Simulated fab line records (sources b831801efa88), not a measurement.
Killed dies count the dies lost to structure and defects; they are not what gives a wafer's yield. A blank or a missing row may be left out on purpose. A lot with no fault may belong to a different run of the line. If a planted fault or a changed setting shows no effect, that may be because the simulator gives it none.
fab line records	flow sky130
record: lots: 10	wafers: 30	last-day: 49
route steps=708 shown CAP2M@615 METAL4@631 VIA4@657 PAD_OPEN@708
lots with no fault: from the same line, run without faults
start-h: start of the lot's first displayed wafer, in hours after the record's first day	wait-h: hours since the lot's step before	" repeats the value in the row above	L1.1+2: one row covering several wafers at once	- no value, or no start was given	* or withheld: withheld	< > ~ a bound
route shown NAME@n: NAME is a module with steps in the file, n the number in the route of the first one	usual: mean/standard deviation taken from wafers without a fault	same: alike in all rows	chamber/n: place in a boat	sites: the reading at each site	_std_site: how widely they spread, as a standard deviation	_edge_site: the outer-site mean with the inner-site mean subtracted	radius-mm: how far each site lies from the wafer's centre	mask NAME#n: copy n	behind: tool/chamber where the wafer was last shaped	hold: the reason the lot was held/the length of the hold in hours/how it ended	device: the n, p or np transistor that did not switch	end of line: tests of these same wafers at the route's end	a step without rows: its recipe alone	killed: dies that structure and defects cost at the first sort, which is not the same as the wafer's yield	map: per-die view of a wafer (x killed, . not killed, _ where there is no die)
set.NAME: the run value of the setting; set.NAME@STEP: its run value at that earlier step	model.NAME: the simulator's own value behind a step, which no gauge read
route steps across a sampled set of lots; one table per step, one row per wafer
services: the hour from which a tool's chamber was out of use, counted from the record's first day as start-h (under 0 if before that day), plus the number of hours and why
== steps ==
step: SKY_CAP2M_OVL_MEAS_12
usual: CAP2M_OVL: 0.5/1.2
lot.wafer	tool	chamber	start-h	wait-h	CAP2M_OVL[nm]
L520.1	overlay-02	-	968.23	0.1	0.1
L520.5	"	-	"	"	1.1
L520.6	"	-	"	"	2.7
L521.2	overlay-02	-	968.75	0.1	-0.2
L521.4	"	-	"	"	-0.3
L521.6	"	-	"	"	-0.8
L523.2	overlay-01	-	992.04	0.1	-0.1
L523.4	"	-	"	"	1.0
L523.5	"	-	"	"	-1.6
L524.3	overlay-01	-	996.65	0.1	-2.3
L524.4	"	-	"	"	-2.0
L524.5	"	-	"	"	-0.4
L525.3	overlay-02	-	1008.86	0.1	0.6
L525.4	"	-	"	"	0.2
L525.5	"	-	"	"	-0.4
L526.4	overlay-02	-	1013.96	0.1	2.5
L526.5	"	-	"	"	2.3
L526.6	"	-	"	"	1.5
L528.3	overlay-01	-	1020.85	0.1	-1.4
L528.5	"	-	"	"	-0.3
L528.6	"	-	"	"	0.3
L531.1	overlay-02	-	1042.99	0.1	-0.9
L531.2	"	-	"	"	1.4
L531.3	"	-	"	"	1.0
L532.3	overlay-01	-	1047.35	0.1	1.1
L532.4	"	-	"	"	1.1
L532.6	"	-	"	"	0.4
L536.1	overlay-01	-	1073.43	0.1	3.4
L536.3	"	-	"	"	3.4
L536.5	"	-	"	"	3.8
step: SKY_CAP2M_STRIP_14
recipe: chemistry: O2/N2	power-w: 1400	pressure-mtorr: 1500	platen-temp-c: withheld	o2-flow-sccm: 3000	n2-flow-sccm: 300	overash-fraction: 0.5
usual: drypump-motor-current-A: 6.1/0.49	o2-flow-sccm: 2998/8.2	oes-product-au: 0.710/0.0043	strip-time-to-endpoint-s: 12.69/0.042
lot.wafer	tool	chamber	start-h	wait-h	drypump-motor-current-A	o2-flow-sccm	oes-product-au	rf-hours-counter-h	strip-time-to-endpoint-s
L520.1	plasma-asher-04	1	968.34	0.1	6.7	2999	0.713	20	12.76
L520.5	"	0	"	"	5.4	2994	0.706	-	12.67
L520.6	"	1	"	"	6.7	3008	0.712	-	12.67
L521.2	plasma-asher-04	1	968.86	0.1	6.7	3011	0.714	20	12.71
L521.4	"	0	"	"	5.4	2994	0.703	-	12.68
L521.6	"	1	"	"	6.7	2999	0.706	-	12.75
L523.2	plasma-asher-02	1	992.14	0.1	6.0	3004	0.706	87	12.68
L523.4	"	0	"	"	5.5	2997	0.706	-	12.71
L523.5	"	1	"	"	6.0	3011	0.716	-	12.68
L524.3	plasma-asher-02	0	996.86	0.1	5.5	3004	0.708	-	12.67
L524.4	"	1	"	"	6.0	3008	0.713	-	12.63
L524.5	"	1	"	"	6.0	3000	0.715	-	12.63
L525.3	plasma-asher-03	1	1008.99	0.1	6.4	3001	0.715	-	12.71
L525.4	"	0	"	"	6.4	2977	0.711	-	12.70
L525.5	"	1	"	"	6.4	2987	0.714	-	12.69
L526.4	plasma-asher-04	1	1014.09	0.1	6.7	2993	0.706	-	12.75
L526.5	"	0	"	"	5.3	2996	0.710	-	12.77
L526.6	"	1	"	"	6.7	3000	0.715	-	12.73
L528.3	plasma-asher-02	0	1020.98	0.1	5.5	2982	0.706	-	12.70
L528.5	"	0	"	"	5.5	2988	0.714	-	12.66
L528.6	"	1	"	"	6.0	3000	0.709	-	12.67
L531.1	plasma-asher-02	1	1043.11	0.1	5.9	3002	0.711	92	12.64
L531.2	"	0	"	"	5.5	3004	0.708	92	12.69
L531.3	"	1	"	"	6.0	3007	0.716	-	12.67
L532.3	plasma-asher-02	1	1047.48	0.1	5.9	2988	0.704	-	12.61
L532.4	"	0	"	"	5.5	2998	0.715	-	12.66
L532.6	"	0	"	"	5.5	2993	0.708	-	12.68
L536.1	plasma-asher-02	0	1073.54	0.1	5.5	2991	0.708	95	12.64
L536.3	"	0	"	"	5.5	2982	0.709	-	12.62
L536.5	"	1	"	"	6.0	3010	0.709	-	12.60
step: SKY_METAL4_DESCUM_15
recipe: chemistry: O2	source-power-w: 150	bias-power-w: 0	pressure-mtorr: 10	temp-c: 40	time-s: 8
usual: drypump-motor-current-A: 5.80/0.23	oes-product-au: 0.996/0.0086
lot.wafer	tool	chamber	start-h	wait-h	drypump-motor-current-A	oes-product-au	rf-hours-counter-h
L520.1	rie-metal-02	1	993.14	0.0	5.63	1.002	8
L520.5	"	0	"	"	5.50	0.999	-
L520.6	"	1	"	"	5.64	1.005	-
L521.2	rie-metal-04	0	994.00	0.0	5.56	1.001	-
L521.4	"	0	"	"	5.56	1.004	-
L521.6	"	0	"	"	5.58	1.004	-
L523.2	rie-metal-03	1	1016.24	0.0	6.04	0.997	9
L523.4	"	0	"	"	6.07	0.999	-
L523.5	"	0	"	"	6.08	1.004	-
L524.3	rie-metal-03	1	1020.40	0.0	6.03	1.005	-
L524.4	"	0	"	"	6.06	1.008	-
L524.5	"	0	"	"	6.06	1.004	-
L525.3	rie-metal-03	1	1032.96	0.0	6.03	0.998	-
L525.4	"	1	"	"	5.99	0.996	-
L525.5	"	1	"	"	6.01	1.008	-
L526.4	rie-metal-02	0	1037.21	0.0	5.50	0.979	-
L526.5	"	0	"	"	5.51	0.987	-
L526.6	"	1	"	"	5.65	0.998	-
L528.3	rie-metal-03	1	1044.00	0.0	6.03	0.991	-
L528.5	"	0	"	"	6.06	1.005	-
L528.6	"	1	"	"	6.03	1.000	-
L531.1	rie-metal-03	1	1064.75	0.0	6.01	0.995	12
L531.2	"	0	"	"	6.09	1.007	1
L531.3	"	1	"	"	6.01	0.996	-
L532.3	rie-metal-02	1	1069.45	0.0	5.69	1.000	-
L532.4	"	0	"	"	5.51	0.993	-
L532.6	"	0	"	"	5.50	0.984	-
L536.1	rie-metal-04	0	1094.50	0.0	5.58	0.986	5
L536.3	"	1	"	"	5.96	0.984	-
L536.5	"	0	"	"	5.56	0.983	-
step: SKY_VIA4_CVD_18
recipe: material: W	target-thk-nm: 505	time-s: 152.14	temp-c: 400	pressure-torr: 40
usual: heater-power-w: 869/52	susceptor-temp-C: 400.03/0.23
lot.wafer	tool	chamber	start-h	wait-h	heater-power-w	susceptor-temp-C
L520.1	cvd-w-01	0	1018.45	0.0	932	399.88
L520.5	"	1	"	"	842	400.17
L520.6	"	0	"	"	924	400.12
L521.2	cvd-w-02	1	1019.05	0.0	858	399.69
L521.4	"	1	"	"	859	400.16
L521.6	"	1	"	"	883	399.80
L523.2	cvd-w-01	0	1041.30	0.0	906	400.00
L523.4	"	0	"	"	932	399.99
L523.5	"	0	"	"	949	399.73
L524.3	cvd-w-01	0	1044.91	0.1	958	399.94
L524.4	"	1	"	"	823	400.34
L524.5	"	1	"	"	825	400.27
L525.3	cvd-w-01	0	1056.45	0.1	942	399.79
L525.4	"	1	"	"	840	399.90
L525.5	"	1	"	"	823	400.16
L526.4	cvd-w-02	0	1061.20	0.1	814	400.06
L526.5	"	1	"	"	863	400.37
L526.6	"	0	"	"	821	399.92
L528.3	cvd-w-01	0	1067.55	0.1	981	405.93
L528.5	"	0	"	"	957	405.98
L528.6	"	1	"	"	817	399.93
L531.1	cvd-w-01	1	1087.81	0.0	833	399.65
L531.2	"	0	"	"	992	406.27
L531.3	"	0	"	"	981	406.42
L532.3	cvd-w-02	1	1092.43	0.1	871	399.98
L532.4	"	0	"	"	826	400.16
L532.6	"	1	"	"	846	400.24
L536.1	cvd-w-02	1	1116.94	0.0	850	400.10
L536.3	"	1	"	"	868	400.09
L536.5	"	1	"	"	862	400.27
step: SKY_VIA4_RS_MEAS_19
recipe: thk-meas-gauge: four-point-probe	reads: W_of_VIA4_CVD_18+TiN_of_VIA4_SPUTTER_17
usual: VIA4_W_RS: 0.228/0.0051
lot.wafer	tool	chamber	start-h	wait-h	VIA4_W_RS[ohm/sq]
L520.1	film-metro-03	-	1018.60	0.1	0.230
L520.5	"	-	"	"	0.232
L520.6	"	-	"	"	0.230
L521.2	film-metro-03	-	1019.22	0.1	0.219
L521.4	"	-	"	"	0.217
L521.6	"	-	"	"	0.219
L523.2	film-metro-01	-	1041.47	0.1	0.228
L523.4	"	-	"	"	0.226
L523.5	"	-	"	"	0.227
L524.3	film-metro-01	-	1045.05	0.1	0.229
L524.4	"	-	"	"	0.237
L524.5	"	-	"	"	0.230
L525.3	film-metro-03	-	1056.59	0.1	0.229
L525.4	"	-	"	"	0.234
L525.5	"	-	"	"	0.235
L526.4	film-metro-04	-	1061.36	0.1	0.233
L526.5	"	-	"	"	0.220
L526.6	"	-	"	"	0.228
L528.3	film-metro-01	-	1067.69	0.1	0.203
L528.5	"	-	"	"	0.205
L528.6	"	-	"	"	0.229
L531.1	film-metro-03	-	1087.96	0.1	0.232
L531.2	"	-	"	"	0.204
L531.3	"	-	"	"	0.204
L532.3	film-metro-01	-	1092.57	0.1	0.222
L532.4	"	-	"	"	0.230
L532.6	"	-	"	"	0.219
L536.1	film-metro-01	-	1117.09	0.1	0.218
L536.3	"	-	"	"	0.215
L536.5	"	-	"	"	0.216
step: SKY_VIA4_THK_MEAS_20
recipe: thk-meas-gauge: xrf	reads: W_of_VIA4_CVD_18
usual: VIA4_W_THK: 497/13
lot.wafer	tool	chamber	start-h	wait-h	VIA4_W_THK[nm]
L520.1	film-metro-03	-	1018.72	0.1	487
L520.5	"	-	"	"	484
L520.6	"	-	"	"	489
L521.2	film-metro-03	-	1019.33	0.1	514
L521.4	"	-	"	"	518
L521.6	"	-	"	"	514
L523.2	film-metro-01	-	1041.58	0.1	500
L523.4	"	-	"	"	505
L523.5	"	-	"	"	498
L524.3	film-metro-01	-	1045.15	0.1	496
L524.4	"	-	"	"	477
L524.5	"	-	"	"	496
L525.3	film-metro-03	-	1056.69	0.1	492
L525.4	"	-	"	"	481
L525.5	"	-	"	"	480
L526.4	film-metro-04	-	1061.45	0.1	487
L526.5	"	-	"	"	514
L526.6	"	-	"	"	497
L528.3	film-metro-01	-	1067.79	0.1	569
L528.5	"	-	"	"	558
L528.6	"	-	"	"	500
L531.1	film-metro-03	-	1088.08	0.1	484
L531.2	"	-	"	"	545
L531.3	"	-	"	"	550
L532.3	film-metro-01	-	1092.67	0.1	512
L532.4	"	-	"	"	494
L532.6	"	-	"	"	521
L536.1	film-metro-01	-	1117.21	0.1	526
L536.3	"	-	"	"	530
L536.5	"	-	"	"	526
step: SKY_VIA4_CMP_21
recipe: stop-on: SiO2	t-overpolish-s: 25	down-force-psi: 3.5	platen-rpm: 60	target-thk-nm: 0	pad-velocity-m-s: 0.94248
usual: head-pressure-psi: 3.499/0.0076	motor-current-A: 10.5/1.3	time-to-endpoint-s: 123/4.8
lot.wafer	tool	chamber	start-h	wait-h	head-pressure-psi	motor-current-A	time-to-endpoint-s
L520.1	cmp-02	2	1018.88	0.1	3.505	9.7	126
L520.6	"	0	"	"	3.517	11.1	124
L520.5	"	1	"	"	3.503	11.2	122
L521.2	cmp-02	2	1019.62	0.3	3.512	10.2	136
L521.4	"	3	"	"	3.505	11.0	133
L521.6	"	2	"	"	3.494	9.8	130
L523.2	cmp-02	3	1041.91	0.3	3.496	11.7	122
L523.4	"	0	"	"	3.494	11.6	131
L523.5	"	1	"	"	3.509	11.2	123
L524.3	cmp-01	3	1045.19	0.0	3.497	9.5	114
L524.4	"	0	"	"	3.511	11.8	113
L524.5	"	3	"	"	3.497	9.3	114
L525.3	cmp-01	3	1056.83	0.1	3.508	10.0	112
L525.4	"	0	"	"	3.497	12.6	116
L525.5	"	1	"	"	3.492	9.7	118
L526.4	cmp-01	1	1061.63	0.2	3.482	9.4	117
L526.6	"	2	"	"	3.497	8.8	125
L526.5	"	3	"	"	3.496	9.1	119
L528.3	cmp-01	0	1067.93	0.1	3.486	12.5	133
L528.5	"	2	"	"	3.505	8.6	133
L528.6	"	3	"	"	3.494	9.3	118
L531.1	cmp-02	3	1089.23	1.1	3.494	11.3	120
L531.2	"	0	"	"	3.504	11.4	140
L531.3	"	1	"	"	3.502	11.3	136
L532.4	cmp-01	3	1092.76	0.1	3.485	9.7	120
L532.3	"	0	"	"	3.499	12.4	128
L532.6	"	3	"	"	3.502	9.7	123
L536.3	cmp-01	3	1117.27	0.0	3.502	9.3	125
L536.1	"	2	"	"	3.496	8.8	131
L536.5	"	3	"	"	3.515	9.2	124
step: SKY_PAD_OPEN_PROBE_99
usual: defect-limited-yield: 82.1/1.9	killed_at_M0_to_M3: 45/6.8	killed_at_M4_up: 3.0/1.7	killed-at-contacts: 25/5.7	killed-at-front-end: 15/4.6	killed-at-other: 0.3/0.66	killed-dies: 88/9.5	killed-open: 48/7.3	killed-short: 39/6.5	sort_bin_3_pad_short: 0.9/0.47	sort_bin_5_function: 10.6/1.5	sort_bin_6_memory: 6.4/1.2	sort-n-pass: 404/9.5	sort-yield-pct: 82.1/1.9
same: gross-dies: 492	killed-at-back-side: 0	sort_bin_4_leakage[%]: 0	sort_bin_8_speed[%]: 0
lot.wafer	tool	chamber	start-h	wait-h	defect-limited-yield[%]	killed_at_M0_to_M3	killed_at_M4_up	killed-at-contacts	killed-at-front-end	killed-at-other	killed-dies	killed-open	killed-short	sort_bin_3_pad_short[%]	sort_bin_5_function[%]	sort_bin_6_memory[%]	sort-n-pass	sort-yield-pct[%]
L524.3	prober-02	-	1112.16	0.2	84.1	40	1	16	21	0	78	43	35	1.2	8.5	6.1	414	84.1
L524.4	prober-02	-	1112.21	0.2	85.4	32	3	18	19	0	72	37	34	0.4	8.1	6.1	420	85.4
L524.5	prober-02	-	1112.26	0.2	81.7	43	3	28	16	0	90	45	45	0.8	9.3	8.1	402	81.7
L525.3	prober-01	-	1120.05	0.2	82.1	44	1	29	13	1	88	53	35	0.4	10.4	7.1	404	82.1
L525.4	prober-01	-	1120.10	0.2	87.0	37	2	17	8	0	64	30	32	0.6	8.1	4.3	428	87.0
L525.5	prober-01	-	1120.15	0.2	82.7	43	4	25	12	1	85	52	32	0.8	10.2	6.3	407	82.7
L528.3	prober-02	-	1133.37	0.2	83.1	41	3	25	14	0	83	51	32	0.4	9.3	7.1	409	83.1
L528.5	prober-02	-	1133.47	0.2	83.1	37	3	21	22	0	83	47	36	0.6	9.3	6.9	409	83.1
L528.6	prober-02	-	1133.52	0.2	85.0	43	1	18	11	1	74	41	33	0.6	8.5	5.9	418	85.0
killed by level:class
L524.3 VIA1:geometric-particle:open=11 VIA1:geometric-particle:short=7 FIELD_ISO:geometric-particle:open=6 LI_CONTACT:geometric-particle:open=6 POLY_GATE:geometric-particle:open=5 METAL2:geometric-particle:short=5 VIA3:geometric-particle:open=5 FIELD_ISO:geometric-particle:short=4
L524.4 LI_CONTACT:geometric-particle:open=9 METAL1:geometric-particle:short=8 VIA1:geometric-particle:open=7 FIELD_ISO:geometric-particle:short=5 POLY_GATE:geometric-particle:open=5 VIA2:geometric-particle:open=5 FIELD_ISO:geometric-particle:open=4 VIA1:geometric-particle:short=4
L524.5 CONTACT:geometric-particle:open=10 METAL1:geometric-particle:short=7 VIA2:geometric-particle:open=6 POLY_GATE:geometric-particle:short=6 CONTACT:geometric-particle:short=6 VIA3:geometric-particle:open=6 FIELD_ISO:geometric-particle:open=5 LI_CONTACT:geometric-particle:open=5
L525.3 LI_CONTACT:geometric-particle:open=12 METAL2:geometric-particle:short=9 VIA2:geometric-particle:open=9 CONTACT:geometric-particle:open=8 VIA1:geometric-particle:open=7 FIELD_ISO:geometric-particle:open=6 VIA3:geometric-particle:open=5 LI_CONTACT:geometric-particle:short=4
L525.4 VIA1:geometric-particle:open=14 CONTACT:geometric-particle:short=5 VIA3:geometric-particle:open=5 LOCAL_INTERCONNECT:geometric-particle:short=4 CONTACT:geometric-particle:open=4 VIA1:geometric-particle:short=4 METAL2:geometric-particle:short=4 FIELD_ISO:geometric-particle:short=3
L525.5 VIA1:geometric-particle:open=13 LI_CONTACT:geometric-particle:open=7 CONTACT:geometric-particle:open=7 VIA3:geometric-particle:open=6 CONTACT:geometric-particle:short=5 VIA2:geometric-particle:open=5 FIELD_ISO:geometric-particle:open=4 METAL2:geometric-particle:short=4
L528.3 CONTACT:geometric-particle:open=13 VIA1:geometric-particle:open=10 VIA3:geometric-particle:open=7 CONTACT:geometric-particle:short=5 METAL2:geometric-particle:short=5 POLY_GATE:geometric-particle:short=4 METAL2:geometric-particle:open=4 VIA2:geometric-particle:open=4
L528.5 CONTACT:geometric-particle:open=11 VIA1:geometric-particle:open=8 FIELD_ISO:geometric-particle:short=5 POLY_GATE:geometric-particle:open=5 VIA3:geometric-particle:open=5 METAL1:geometric-particle:short=4 METAL2:geometric-particle:short=4 FIELD_ISO:geometric-particle:open=3
L528.6 CONTACT:geometric-particle:open=9 VIA1:geometric-particle:open=8 METAL2:geometric-particle:short=7 LI_CONTACT:geometric-particle:open=5 VIA3:geometric-particle:open=5 VIA2:geometric-particle:open=5 FIELD_ISO:geometric-particle:open=4 METAL1:geometric-particle:short=4
== services ==
tool	chamber	start-h	hours	kind
cmp-02	-	955.26	0.5	repair
cvd-w-01	1	974.28	2.7	repair
cvd-w-01	-	977.76	2.4	repair
cmp-01	-	980.17	2.3	repair
plasma-asher-04	-	991.30	8.7	repair
rie-metal-03	1	992.30	8.1	repair
rie-metal-04	0	1004.30	-	clean
rie-metal-04	0	1004.30	21.4	scheduled-down
rie-metal-04	0	1004.30	21.4	vent-cycle
cmp-01	-	1008.02	2.6	repair
cmp-02	-	1019.93	16.0	pm
rie-metal-03	0	1021.34	-	clean
rie-metal-03	0	1021.34	18.6	scheduled-down
rie-metal-03	0	1021.34	18.6	vent-cycle
cvd-w-02	1	1039.39	17.4	repair
rie-metal-03	-	1045.26	1.4	repair
rie-metal-02	-	1045.87	0.3	repair
cvd-w-02	0	1048.24	12.3	repair
cmp-02	-	1048.70	2.6	repair
cmp-02	-	1084.28	4.0	pm
cmp-01	-	1086.34	1.9	repair
cmp-02	-	1088.28	-	consumable-replace:conditioner
cmp-02	-	1088.28	-	consumable-replace:pad
plasma-asher-03	-	1091.79	2.8	pm
== key ==
first-sign: step: SKY_VIA4_CVD_18	reading: susceptor-temp-C	direction: up	sigmas: 27	usual: *	struck: *
effect: step: SKY_VIA4_RS_MEAS_19	reading: VIA4_W_RS	direction: down	sigmas: 4.7	usual: 0.228	struck: 0.204
effect: step: SKY_VIA4_THK_MEAS_20	reading: VIA4_W_THK	direction: up	sigmas: 4.6	usual: 497	struck: 555
effect: step: SKY_VIA4_CMP_21	reading: time-to-endpoint-s	direction: up	sigmas: 2.6	usual: *	struck: *
met-at SKY_VIA4_CVD_18
struck-lots L528,L531
struck-wafers L528.3,L528.5,L531.2,L531.3
not-acting-at SKY_CAP2M_OVL_MEAS_12,SKY_CAP2M_STRIP_14,SKY_METAL4_DESCUM_15
onset-between 1056.45 1067.55
fault: kind: process-parameter-drift	tool: cvd-w-01	chamber: 0	onset-h: 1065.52	steps: SKY_VIA4_CVD_18	channel: temp-c	offset: *	shape: step	end-h: 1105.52	acts-in: *	stated: *
